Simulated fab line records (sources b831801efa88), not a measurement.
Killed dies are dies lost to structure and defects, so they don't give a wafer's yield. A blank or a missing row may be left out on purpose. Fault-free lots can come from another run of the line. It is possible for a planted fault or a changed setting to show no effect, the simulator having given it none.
Chamber matching :: flow gf180mcu :: GF_STI_ETCH_14 on rieSi-01 has 4 sister chambers
The step etches Si in HBr/Cl2/O2, target depth 360 nm, time 102.9 s. 14 wafers are shown with their chamber, then 7 later ones without.

== WAFERS, EACH WITH ITS CHAMBER ==
wafer: L946.4
chamber: 1
drypumpMotorCurrentA (A): 6.5
throttleValvePct (%): 25.666
oesProductAu (a.u.): 0.997

wafer: L946.5
chamber: 2
drypumpMotorCurrentA (A): 6.4
throttleValvePct (%): 25.664
oesProductAu (a.u.): 0.997

wafer: L946.6
chamber: 3
drypumpMotorCurrentA (A): 5.1
throttleValvePct (%): 25.668
oesProductAu (a.u.): 1.014

wafer: L949.1
chamber: 2
drypumpMotorCurrentA (A): 6.4
throttleValvePct (%): 25.664
oesProductAu (a.u.): 0.999

wafer: L949.4
chamber: 0
drypumpMotorCurrentA (A): 5.4
throttleValvePct (%): 25.646
oesProductAu (a.u.): 0.994

wafer: L949.5
chamber: 0
drypumpMotorCurrentA (A): 5.4
throttleValvePct (%): 25.651
oesProductAu (a.u.): 0.995

wafer: L950.1
chamber: 3
drypumpMotorCurrentA (A): 5.2
throttleValvePct (%): 25.674
oesProductAu (a.u.): 1.002

wafer: L950.3
chamber: 1
drypumpMotorCurrentA (A): 6.5
throttleValvePct (%): 25.666
oesProductAu (a.u.): 0.997

wafer: L950.6
chamber: 1
drypumpMotorCurrentA (A): 6.5
throttleValvePct (%): 25.658
oesProductAu (a.u.): 0.993

wafer: L951.4
chamber: 2
drypumpMotorCurrentA (A): 6.4
throttleValvePct (%): 25.663
oesProductAu (a.u.): 1.003

wafer: L951.5
chamber: 3
drypumpMotorCurrentA (A): 5.1
throttleValvePct (%): 25.663
oesProductAu (a.u.): 1.006

wafer: L951.6
chamber: 2
drypumpMotorCurrentA (A): 6.4
throttleValvePct (%): 25.653
oesProductAu (a.u.): 1.003

wafer: L956.1
chamber: 0
drypumpMotorCurrentA (A): 5.4
throttleValvePct (%): 25.663
oesProductAu (a.u.): 1.004

wafer: L956.3
chamber: 3
drypumpMotorCurrentA (A): 5.1
throttleValvePct (%): 25.663
oesProductAu (a.u.): 0.996

SIGNATURES (averages over the wafers above)
reading: drypumpMotorCurrentA
chamber 0: 5.400
chamber 1: 6.500
chamber 2: 6.400
chamber 3: 5.125
scatter within a chamber: 0.0274

reading: throttleValvePct
chamber 0: 25.65333
chamber 1: 25.66333
chamber 2: 25.66100
chamber 3: 25.66700
scatter within a chamber: 0.00603

reading: oesProductAu
chamber 0: 0.99767
chamber 1: 0.99567
chamber 2: 1.00050
chamber 3: 1.00450
scatter within a chamber: 0.00519
Rule: for a wafer and a chamber, the distance is found by dividing, reading by reading, the gap between the wafer's reading and the chamber's mean by the reading's scatter, squaring, summing and taking the root. If the next closest chamber is less than 2 further off than the closest, the wafer can't be placed; otherwise it belongs to the closest. The scatter: take each reading less its chamber's mean, square it, sum over the shown wafers, divide by the number of wafers less the number of chambers, and take the root.

== WAFERS WHOSE CHAMBER IS MISSING ==
wafer: L956.6
drypumpMotorCurrentA (A): 5.4
throttleValvePct (%): 25.658
oesProductAu (a.u.): 0.992

wafer: L957.2
drypumpMotorCurrentA (A): 5.1
throttleValvePct (%): 25.654
oesProductAu (a.u.): 1.001

wafer: L957.3
drypumpMotorCurrentA (A): 6.4
throttleValvePct (%): 25.636
oesProductAu (a.u.): 1.011

wafer: L957.6
drypumpMotorCurrentA (A): 6.4
throttleValvePct (%): 25.653
oesProductAu (a.u.): 0.998

wafer: L963.1
drypumpMotorCurrentA (A): 6.4
throttleValvePct (%): 25.649
oesProductAu (a.u.): 0.989

wafer: L963.2
drypumpMotorCurrentA (A): 6.5
throttleValvePct (%): 25.652
oesProductAu (a.u.): 1.002

wafer: L963.6
drypumpMotorCurrentA (A): 5.1
throttleValvePct (%): 25.669
oesProductAu (a.u.): 0.999

== EACH ONE'S CHAMBER ==
wafer: L956.6
from the rows above: 0
in truth: 0

wafer: L957.2
from the rows above: 3
in truth: 3

wafer: L957.3
from the rows above: can't be placed: 2 or 1
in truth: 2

wafer: L957.6
from the rows above: 2
in truth: 2

wafer: L963.1
from the rows above: can't be placed: 2 or 1
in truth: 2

wafer: L963.2
from the rows above: can't be placed: 1 or 2
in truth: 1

wafer: L963.6
from the rows above: 3
in truth: 3
Correctly placed: 4 of 7. Cannot be placed on the basis of these rows: 3; the candidates contain the true chamber in 3. Number placed wrongly: 0.
